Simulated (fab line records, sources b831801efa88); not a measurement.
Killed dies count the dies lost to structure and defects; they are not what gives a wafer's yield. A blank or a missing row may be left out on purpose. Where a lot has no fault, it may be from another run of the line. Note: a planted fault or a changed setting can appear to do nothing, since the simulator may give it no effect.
One fault through the eyes of 2 desks | flow sky130 | numbers are kept per desk, each desk with only its own; the story behind them comes last

== DESK OF THE TOOL OWNER: implanter-01 ==
SKY_LDD_LDN_IMPLANT_10, tool's own readings: per-lot mean of the sampled wafers with a number, covering each lot this tool ran. The brackets show how far a lot's mean lies from the usual mean; more than 4 standard deviations puts the lot out of limits, marked OUT.
Columns: A = beam on s at SKY_LDD_LDN_IMPLANT_10, usual 10.03 s; B = dose ions cm2 at SKY_LDD_LDN_IMPLANT_10, usual 1.2503e+13; C = faraday current uA at SKY_LDD_LDN_IMPLANT_10, usual 70.3
lot  | first seen here | A    | B                            | C
L574 | day 26 17:43    | 9.64 | 1.2492e+13                   | 73.0
L575 | day 26 21:55    | 9.73 | 1.2495e+13                   | 72.3
L582 | day 29 04:29    | 9.94 | 1.9316e+13 (+99 or more) OUT | 109.5 (+28) OUT
L585 | day 30 11:08    | 9.98 | 1.9309e+13 (+99 or more) OUT | 109.2 (+28) OUT
This desk's verdict: out of limits on L582, L585, starting with L582 at day 29 04:29 (dose ions cm2 at SKY_LDD_LDN_IMPLANT_10). L574, L575 stayed within limits.

== FROM THE METROLOGY DESK ==
What the gauges read, lot by lot, whatever tool the lot ran on: means of the sampled wafers that have a number. The brackets show how far a lot's mean lies from the usual mean; more than 4 standard deviations puts the lot out of limits, marked OUT.
Columns: A = LDD_LDN_TW at SKY_LDD_LDN_TW_MEAS_13, usual 1476; B = LI_CONTACT_W_THK at SKY_LI_CONTACT_THK_MEAS_23, usual 404 nm
lot  | first seen here | A               | B
L565 | day 24 02:01    | 1464            | 408
L566 | day 24 04:11    | 1462            | 402
L569 | day 26 06:03    | 1478            | 399
L571 | day 26 07:37    | 1481            | 403
L572 | day 26 07:55    | 1480            | 404
L574 | day 26 18:06    | 1457            | 406
L573 | day 26 20:06    | 1459            | 398
L575 | day 26 22:19    | 1454            | 402
L576 | day 26 23:34    | 1478            | 400
L582 | day 29 04:53    | 1541 (+5.4) OUT | 407
L585 | day 30 11:32    | 1543 (+5.6) OUT | 402
L587 | day 30 23:22    | 1483            | 396
This desk's result: L582, L585 out of limits, first on L582 (LDD_LDN_TW at SKY_LDD_LDN_TW_MEAS_13), day 29 04:53. L565, L566, L569, L571, L572, L574, L573, L575, L576, L587 stayed within limits.

== ALL TOGETHER ==
At day 29 04:29, on L582, L585, the tool owner's desk was in a position to raise an alarm.
At day 29 04:53 the metrology desk could have sounded an alarm, on L582, L585.
Of the lots named, all ran SKY_LDD_LDN_IMPLANT_10 on implanter-01.

== WHAT WAS PUT IN BY THE SIMULATOR ==
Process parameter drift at SKY_LDD_LDN_IMPLANT_10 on implanter-01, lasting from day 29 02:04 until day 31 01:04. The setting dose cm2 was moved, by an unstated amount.
Struck lots among those shown: L582, L585.
Time in hours from fault onset to the first out-of-limits reading at each desk: tool owner's desk 2, metrology desk 3.
